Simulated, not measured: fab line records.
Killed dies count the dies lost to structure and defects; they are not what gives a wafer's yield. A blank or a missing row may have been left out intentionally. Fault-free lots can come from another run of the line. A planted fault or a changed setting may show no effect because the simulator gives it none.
One fault through the eyes of 2 desks    flow sky130    each desk has only its own numbers; what lay behind them comes last

== THE METROLOGY DESK ==
What the gauges read, lot by lot, whatever tool the lot ran on: means of the sampled wafers that have a number. Any lot whose mean is over 4 standard deviations away from the usual mean is out of limits and marked OUT; that distance is given in the brackets.
Columns: A = cd nm at SKY_VIA1_CD_MEAS_12, usual 149.0 nm
lot   first seen here  A
L284  day 35 04:00     148.8
L285  day 35 05:15     148.9
L287  day 36 03:25     148.1
L286  day 36 05:14     148.1
L289  day 36 08:27     150.6
L288  day 36 19:18     148.0
L290  day 37 10:23     151.4
L291  day 37 10:31     148.5
L294  day 38 23:05     150.6
L298  day 39 00:01     150.0
L302  day 39 19:32     151.6
L303  day 39 20:12     149.9
L304  day 40 03:58     146.7
L305  day 40 15:11     150.1
Result from this desk: across the 14 lots, nothing is out of limits.

== AT THE TOOL OWNER'S DESK: rie diel-03 ==
The tool's own readings at SKY_VIA2_ETCH_14 (etches BARC in N2/H2, stops on SiO2, time 45.9 s, target depth 60 nm): means of the sampled wafers that have a number, for each lot that ran on this tool. Any lot whose mean is over 4 standard deviations away from the usual mean is out of limits and marked OUT; that distance is given in the brackets.
Columns: A = drypump motor current A at SKY_VIA2_ETCH_14, usual 5.7 A; B = oes product au at SKY_VIA2_ETCH_14, usual 0.855 a.u.; C = throttle valve pct at SKY_VIA2_ETCH_14, usual 13.223 %
lot   first seen here  A    B                 C
L289  day 38 15:04     5.8  0.854             13.230
L291  day 39 16:34     5.6  0.852             13.216
L294  day 41 03:11     5.2  0.823 (-6.8) OUT  13.220
L298  day 41 04:25     5.6  0.838             13.221
This desk's verdict: out of limits on L294, starting with L294 at day 41 03:11 (oes product au at SKY_VIA2_ETCH_14). In limits: L289, L291, L298.

== ALL TOGETHER ==
The tool owner's desk had the chance to raise an alarm at day 41 03:11 on L294.
Nothing out of limits was seen by the metrology desk.
The metrology desk holds a record of L294, inside its limits.
All the named lots went through SKY_VIA2_ETCH_14 on rie diel-03.

== WHAT HAD BEEN PUT IN BY THE SIMULATOR ==
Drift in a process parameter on rie diel-03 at SKY_VIA2_ETCH_14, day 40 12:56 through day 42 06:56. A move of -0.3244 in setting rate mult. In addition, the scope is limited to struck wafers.
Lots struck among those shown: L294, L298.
How many hours passed from the start of the fault until each desk's first out-of-limits reading: the tool owner's desk, 14.
